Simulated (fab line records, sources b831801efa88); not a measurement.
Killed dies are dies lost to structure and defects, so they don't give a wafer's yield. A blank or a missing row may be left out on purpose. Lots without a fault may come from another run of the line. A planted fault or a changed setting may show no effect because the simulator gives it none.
Chamber matching | flow gf180mcu | GF_MIM_CVD_05 on pecvd-01: 3 sister chambers
The step deposits Si3N4, target thk 42 nm, time 29.086 s. 6 wafers are shown with their chamber, then 8 later ones without.

WAFERS WITH THEIR CHAMBER
wafer  | chamber | heater_power_w (W) | susceptor_temp_C (C)
L090.2 | 1       | 671                | 384.86
L090.5 | 0       | 504                | 384.81
L092.2 | 2       | 575                | 384.72
L092.5 | 0       | 590                | 384.52
L092.6 | 1       | 708                | 384.90
L093.1 | 2       | 591                | 384.90

WAFERS WITHOUT THEIR CHAMBER
wafer  | heater_power_w (W) | susceptor_temp_C (C)
L093.4 | 643                | 384.88
L093.5 | 588                | 384.90
L096.2 | 678                | 384.99
L096.3 | 547                | 385.04
L096.5 | 672                | 384.56
L097.1 | 616                | 384.74
L097.3 | 583                | 384.87
L097.6 | 514                | 385.47

WHICH CHAMBER EACH WENT THROUGH
wafer  | from the rows above          | in truth
L093.4 | can't be placed: 1 or 2 or 0 | 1
L093.5 | can't be placed: 2 or 0 or 1 | 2
L096.2 | can't be placed: 1 or 2      | 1
L096.3 | can't be placed: 2 or 0 or 1 | 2
L096.5 | can't be placed: 1 or 2 or 0 | 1
L097.1 | can't be placed: 2 or 0 or 1 | 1
L097.3 | can't be placed: 2 or 0      | 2
L097.6 | can't be placed: 2 or 0 or 1 | 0
Placed correctly: 0 of 8. Can't be placed from these rows: 8 (the true chamber is among the candidates in 8). Placed wrongly: 0.
How it was worked out, from the rows above alone: a wafer's distance from a chamber is the root of the sum, over the readings, of the square of ((its reading less the chamber's mean) divided by the reading's scatter). The wafer belongs to the nearest chamber; if the next one is less than 2 further off, it can't be placed. A chamber's mean is the mean of its shown wafers. The scatter: the root of (the sum of the squares of (reading less its chamber's mean) over the shown wafers, divided by (wafers less chambers)).
